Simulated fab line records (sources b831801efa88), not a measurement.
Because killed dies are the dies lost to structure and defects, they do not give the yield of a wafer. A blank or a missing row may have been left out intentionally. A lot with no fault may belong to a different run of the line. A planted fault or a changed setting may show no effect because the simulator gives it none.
A lot that was struck, set against a sound lot -- flow gf180mcu -- 28 steps out of a route of 602
Sound: these wafers, L983.2, L983.3, L983.4. Wafers L992.1, L992.2, L992.4 were the ones struck. The cause is named last.
At each step with rows: each side's tool, then ch and its chambers, then its first start. Under that, the readings that differ: sound wafers -- struck wafers -- difference of the means -- sigmas: that difference in standard deviations of wafers without a fault.
alike: readings whose means differ by less than 2 such deviations, and words and numbers that are the same on both sides. not compared: withheld readings, readings that some wafer has no value for, bounds like >300 that may hide the same value, and numbers for which the record gives no deviation and whose values overlap.
The two part at a step that has a row with sigmas, a row that says differs or no value, or rows on one side only. Numbers that have no deviation but don't overlap get no sigmas and don't part them. Lack of a reading on every wafer of one side parts them only where that side has two or more wafers.

GF_V2_OVL_MEAS_15:
  sound: overlay-01 at day 23 10:26; struck: overlay-02 at day 25 22:32
  alike: V2_OVL
GF_V2_ETCH_16: etches BARC in N2/H2.
  sound on rie_diel-01 ch 0,1,2, day 23 10:28; struck on rie_diel-01 ch 0,2,3, day 25 22:34
  alike: drypump_motor_current_A, oes_product_au, throttle_valve_pct
then, 1 step without rows for these wafers: GF_V2_ETCH_17 (etches SiO2 in C4F8/O2/Ar, stops on TiN, target depth 630 nm).
GF_V2_STRIP_18: strips in O2/N2.
  sound on plasma_asher-01 ch 0,1, day 23 10:35; struck on plasma_asher-01 ch 0,1, day 25 22:41
  alike: drypump_motor_current_A, heater_power_w, oes_product_au, platen_temp_c
  not compared: rf_hours_counter_h
then, 4 steps without rows for these wafers: GF_V2_STRIP_19 (strips in post etch residue remover, time 1200 s); GF_V2_CLEAN_20 (cleans in DIW); GF_V2_SPUTTER_21 (material Ti, target thk 15 nm, time 80.02 s); GF_V2_SPUTTER_22 (material TiN, target thk 10 nm, time 40 s).
GF_V2_CVD_23: deposits W, target thk 350 nm, time 104.94 s.
  sound on cvd_w-01 ch 0,1, day 23 11:14; struck on cvd_w-01 ch 0,1, day 25 23:20
  alike: heater_power_outer_w, heater_power_w, susceptor_temp_C
GF_V2_RS_MEAS_24: measures by four-point-probe.
  sound: film_metro-04 at day 23 11:22; struck: film_metro-04 at day 25 23:28
  alike: V2_W_RS
GF_V2_THK_MEAS_25: measures by xrf.
  sound: film_metro-04 at day 23 11:28; struck: film_metro-04 at day 25 23:35
  alike: V2_W_THK
then, 1 step without rows for these wafers: GF_V2_CMP_26 (polishes, stops on SiO2, t overpolish 15 s, target thk 0 nm).
GF_M3_SPUTTER_00: material Ti, target thk 37.5 nm, time 150 s.
  sound: pvd_sputter-03 at day 23 11:49; struck: pvd_sputter-03 at day 25 23:56
  no value came back on the struck wafers for cathode_dc_power_W (W), chamber_pressure_pa (Pa), throttle_valve_pct (%), time_s (s); on the sound wafers cathode_dc_power_W (W) reads 3999.1 4001.5 4000.9
GF_M3_SPUTTER_01: material TiN, target thk 30 nm, time 25 s.
  sound: pvd_sputter-03 at day 23 11:55; struck: pvd_sputter-03 at day 26 00:02
  alike: cathode_dc_power_W, chamber_pressure_pa, throttle_valve_pct
then, 2 steps without rows for these wafers: GF_M3_SPUTTER_02 (material AlCu, target thk 450 nm, time 23.9 s); GF_M3_SPUTTER_03 (material Ti, target thk 10 nm, time 6.7 s).
GF_M3_SPUTTER_04: material TiN, target thk 50 nm, time 41.7 s.
  sound: pvd_sputter-03 at day 23 12:00; struck: pvd_sputter-03 at day 26 00:07
  alike: cathode_dc_power_W, chamber_pressure_pa, throttle_valve_pct
then, 7 steps without rows for these wafers: GF_M3_DEHYDRATE_07 (time 60 s); GF_M3_HMDS_08 (prime time 60 s); GF_M3_COAT_09 (resist thk 1000 nm); GF_M3_SOFTBAKE_10 (time 60 s); GF_M3_EXPOSE_11 (exposes mask Metal3, target cd 280 nm); GF_M3_PEB_12 (peb time 90 s); GF_M3_DEVELOP_13 (develop time 60 s).
GF_M3_CD_MEAS_14: the cd target is 280 nm.
  sound: cd_sem-01 at day 24 10:00; struck: cd_sem-02 at day 26 20:28
  alike: cd_nm
GF_M3_OVL_MEAS_15:
  sound: overlay-02 at day 24 10:07; struck: overlay-02 at day 26 20:35
  alike: M3_OVL
GF_M3_METAL_ETCH_16: etches the open film in Cl2/BCl3, stops on SiO2, target depth 627.5 nm, time 104.6 s.
  sound on rie_metal-04 ch 0,1, day 24 10:08; struck on rie_metal-04 ch 0,1, day 26 20:37
reading,sound,struck,difference,sigmas
oes_product_au (a.u.),0.976 0.974 0.975,0.988 0.992 0.994,+0.016,+3
throttle_valve_pct (%),28.256 28.244 28.238,28.212 28.222 28.222,-0.027,-3
  alike: drypump_motor_current_A
  not compared: rf_hours_counter_h
then, 1 step without rows for these wafers: GF_M3_STRIP_17 (strips in O2/N2).

WHERE THEY PART
Earliest at GF_M3_SPUTTER_00; latest, in this record, at GF_M3_METAL_ETCH_16.

WHY: what the simulator had put in
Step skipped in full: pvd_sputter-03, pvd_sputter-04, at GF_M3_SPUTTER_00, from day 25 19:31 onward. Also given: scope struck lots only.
